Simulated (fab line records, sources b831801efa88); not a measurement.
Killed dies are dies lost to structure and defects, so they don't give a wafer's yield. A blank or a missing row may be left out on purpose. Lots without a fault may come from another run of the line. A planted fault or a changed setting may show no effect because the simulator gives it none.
Chamber matching | flow gf180mcu | GF_V1_CMP_26 on cmp-01: 4 sister chambers
The step polishes, stops on SiO2, t overpolish 15 s, target thk 0 nm. 8 wafers are shown with their chamber, then 8 later ones without.

WAFERS WITH THEIR CHAMBER
wafer  | chamber | motor_current_A (A) | time_to_endpoint_s (s)
L801.2 | 2       | 13.2                | 87
L801.6 | 3       | 12.9                | 88
L802.4 | 3       | 12.3                | 83
L808.2 | 0       | 9.8                 | 95
L817.1 | 0       | 10.4                | 99
L817.3 | 2       | 13.5                | 90
L817.4 | 1       | 12.1                | 82
L819.1 | 1       | 12.5                | 81

WAFERS WITHOUT THEIR CHAMBER
wafer  | motor_current_A (A) | time_to_endpoint_s (s)
L819.3 | 13.4                | 84
L819.6 | 11.9                | 85
L820.2 | 12.1                | 89
L820.3 | 11.8                | 80
L820.5 | 12.3                | 91
L822.2 | 10.1                | 88
L822.4 | 12.5                | 80
L822.6 | 12.2                | 92

WHICH CHAMBER EACH WENT THROUGH
wafer  | from the rows above          | in truth
L819.3 | can't be placed: 2 or 3 or 1 | 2
L819.6 | can't be placed: 1 or 3      | 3
L820.2 | can't be placed: 3 or 1 or 2 | 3
L820.3 | can't be placed: 1 or 3      | 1
L820.5 | can't be placed: 3 or 2 or 1 | 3
L822.2 | 0                            | 0
L822.4 | can't be placed: 1 or 3      | 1
L822.6 | can't be placed: 3 or 2 or 1 | 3
Placed correctly: 1 of 8. Can't be placed from these rows: 7 (the true chamber is among the candidates in 7). Placed wrongly: 0.
How it was worked out, from the rows above alone: a wafer's distance from a chamber is the root of the sum, over the readings, of the square of ((its reading less the chamber's mean) divided by the reading's scatter). The wafer belongs to the nearest chamber; if the next one is less than 2 further off, it can't be placed. A chamber's mean is the mean of its shown wafers. The scatter: the root of (the sum of the squares of (reading less its chamber's mean) over the shown wafers, divided by (wafers less chambers)).
